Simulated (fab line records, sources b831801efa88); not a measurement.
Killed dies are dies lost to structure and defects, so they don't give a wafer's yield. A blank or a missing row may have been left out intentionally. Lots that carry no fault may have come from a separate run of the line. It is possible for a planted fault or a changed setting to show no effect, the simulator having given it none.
Chamber matching	flow sky130	4 sister chambers for SKY_VIA1_CMP_24 on cmp-02
The step polishes, stops on SiO2, t overpolish 15 s, target thk 0 nm. 8 wafers are shown with their chamber, then 7 later ones without.

WAFERS, EACH WITH ITS CHAMBER
wafer	chamber	motor-current-A (A)	overpolish-run-s (s)
L300.3	0	11.9	14.993
L299.5	0	12.1	14.983
L305.6	3	11.5	15.005
L308.3	2	11.9	14.995
L308.5	1	11.2	15.005
L308.6	2	11.4	15.001
L312.1	1	12.0	14.989
L312.3	3	10.7	14.996

WAFERS WITHOUT THEIR CHAMBER
wafer	motor-current-A (A)	overpolish-run-s (s)
L312.4	11.8	15.014
L314.3	10.4	14.984
L314.4	11.7	14.998
L314.6	12.2	14.993
L317.1	11.6	14.998
L317.4	11.4	15.010
L317.5	11.2	15.004

CHAMBER TAKEN BY EACH
wafer	from the rows above	in truth
L312.4	can't be placed: 2 or 1 or 3 or 0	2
L314.3	can't be placed: 3 or 1 or 2 or 0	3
L314.4	can't be placed: 2 or 1 or 3 or 0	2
L314.6	can't be placed: 0 or 2 or 1 or 3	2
L317.1	can't be placed: 2 or 1 or 3 or 0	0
L317.4	can't be placed: 3 or 2 or 1 or 0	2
L317.5	can't be placed: 3 or 2 or 1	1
Correct placement for 0 of the 7. Not placeable from these rows: 7 (in 7, the candidates include the true chamber). Number placed wrongly: 0.
How it was worked out, from the rows above alone: a wafer's distance from a chamber is the root of the sum, over the readings, of the square of ((its reading less the chamber's mean) divided by the reading's scatter). The wafer belongs to the nearest chamber; if the next one is less than 2 further off, it can't be placed. For every chamber, the mean is computed from those of its wafers that are shown. The scatter: the root of (the sum of the squares of (reading less its chamber's mean) over the shown wafers, divided by (wafers less chambers)).
